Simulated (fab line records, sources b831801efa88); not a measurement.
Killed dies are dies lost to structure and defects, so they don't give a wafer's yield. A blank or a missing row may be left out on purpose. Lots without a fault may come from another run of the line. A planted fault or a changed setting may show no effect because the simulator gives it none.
A struck lot beside a sound one | flow sky130 | 15 steps out of a route of 708
Sound: wafers L819.2, L819.3, L819.5. Struck: wafers L834.3, L834.4, L834.6. The cause comes at the end.
At each step with rows: each side's tool, then ch and its chambers, then its first start. Under that, the readings that differ: sound wafers | struck wafers | difference of the means | sigmas: that difference in standard deviations of wafers without a fault.
alike: readings whose means differ by less than 2 such deviations, and words and numbers that are the same on both sides. not compared: withheld readings, readings that some wafer has no value for, bounds like >300 that may hide the same value, and numbers for which the record gives no deviation and whose values overlap.
The two part at a step that has a row with sigmas, a row that says differs or no value, or rows on one side only. Numbers that don't overlap but have no deviation are shown without sigmas and don't part them. A reading that every wafer of one side lacks parts them only if that side has two wafers or more.

SKY_METAL3_ETCH_16: etches BARC in N2/H2, stops on SiO2, time 88.2 s, target depth 60 nm.
  sound on rie_metal-02 ch 0,1, day 39 15:10; struck on rie_metal-03 ch 0,1, day 45 11:16
  alike: drypump_motor_current_A, n2_flow_sccm, oes_product_au, throttle_valve_pct
  not compared: rf_hours_counter_h
SKY_METAL3_ETCH_17: etches SiO2 in C4F8/O2/Ar, stops on TiN, time 3.9 s, target depth 15 nm.
  sound on rie_diel-04 ch 0,3, day 39 15:16; struck on rie_diel-04 ch 1,2,3, day 45 11:19
  alike: oes_product_au
  not compared: rf_hours_counter_h
SKY_METAL3_METAL_ETCH_18: etches the open film in Cl2/BCl3, stops on SiO2, target depth 845 nm, time 183.1 s.
  sound on rie_metal-04 ch 0,1, day 39 15:17; struck on rie_metal-04 ch 1, day 45 11:28
  alike: drypump_motor_current_A, oes_product_au, throttle_valve_pct
  not compared: rf_hours_counter_h
SKY_METAL3_STRIP_19: strips in O2/N2.
  sound on plasma_asher-03 ch 0,1, day 39 15:28; struck on plasma_asher-03 ch 0,1, day 45 11:44
  alike: drypump_motor_current_A, n2_flow_sccm, oes_product_au, strip_time_to_endpoint_s
  not compared: rf_hours_counter_h
then, 4 steps without rows for these wafers: SKY_METAL3_STRIP_20 (strips in post etch residue remover, time 1200 s); SKY_METAL3_CLEAN_21 (cleans in IPA, time 180 s); SKY_METAL3_CLEAN_22 (cleans in O3/DIW); SKY_VIA3_HDPCVD_00 (deposits SiO2, target thk 1635 nm, time 272.5 s).
SKY_VIA3_THK_MEAS_01:
  sound on film_metro-04, day 39 16:17; struck on film_metro-04, day 45 12:29
  alike: VIA3_HDPCVD_THK
SKY_VIA3_CMP_02: polishes SiO2.
  sound on cmp-02 ch 0,1,2, day 39 16:44; struck on cmp-01 ch 0,1,3, day 45 12:35
  alike: motor_current_A
SKY_VIA3_BOW_MEAS_03:
  sound on film_metro-03, day 39 17:02; struck on film_metro-03, day 45 12:52
  alike: VIA3_BOW
then, 1 step without rows for these wafers: SKY_VIA3_DEHYDRATE_04 (time 60 s).
SKY_VIA3_HMDS_05: prime time 60 s.
  sound on litho_track-04 ch 0, day 40 06:16; struck on litho_track-03 ch 0, day 45 23:32
  reading                | sound                | struck               | difference | sigmas
  chill_plate_temp_C (C) | 23.10 23.08 23.06    | 22.79 22.85 22.85    | -0.25      | -2
  prime_temp_c (C)       | 119.93 120.17 120.03 | 121.18 121.38 121.51 | +1.31      | +11
then, 1 step without rows for these wafers: SKY_VIA3_COAT_06 (resist thk 60 nm).
-- the record jumps here: 6 days lie between the struck wafers' starts before and after (it left off in module VIA3 and takes up again in module PAD_OPEN, whose first step shown is number 708 of the route) --
SKY_PAD_OPEN_PROBE_99:
  sound on prober-02, day 47 01:25; struck on prober-01, day 51 13:25
  alike: defect_limited_yield, killed_at_M0_to_M3, killed_at_M4_up, killed_at_contacts, killed_at_front_end, killed_at_other, killed_dies, killed_open, killed_short, sort_bin_3_pad_short, sort_bin_5_function, sort_bin_6_memory, sort_n_pass, sort_yield_pct

WHERE THEY PART
Only at SKY_VIA3_HMDS_05, within this record. Later steps at which nothing parts them and some readings are alike: SKY_PAD_OPEN_PROBE_99.

WHY: what the simulator had put in
Process parameter drift: litho_track-03, from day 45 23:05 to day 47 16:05, at SKY_VIA3_HMDS_05. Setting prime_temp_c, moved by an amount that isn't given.
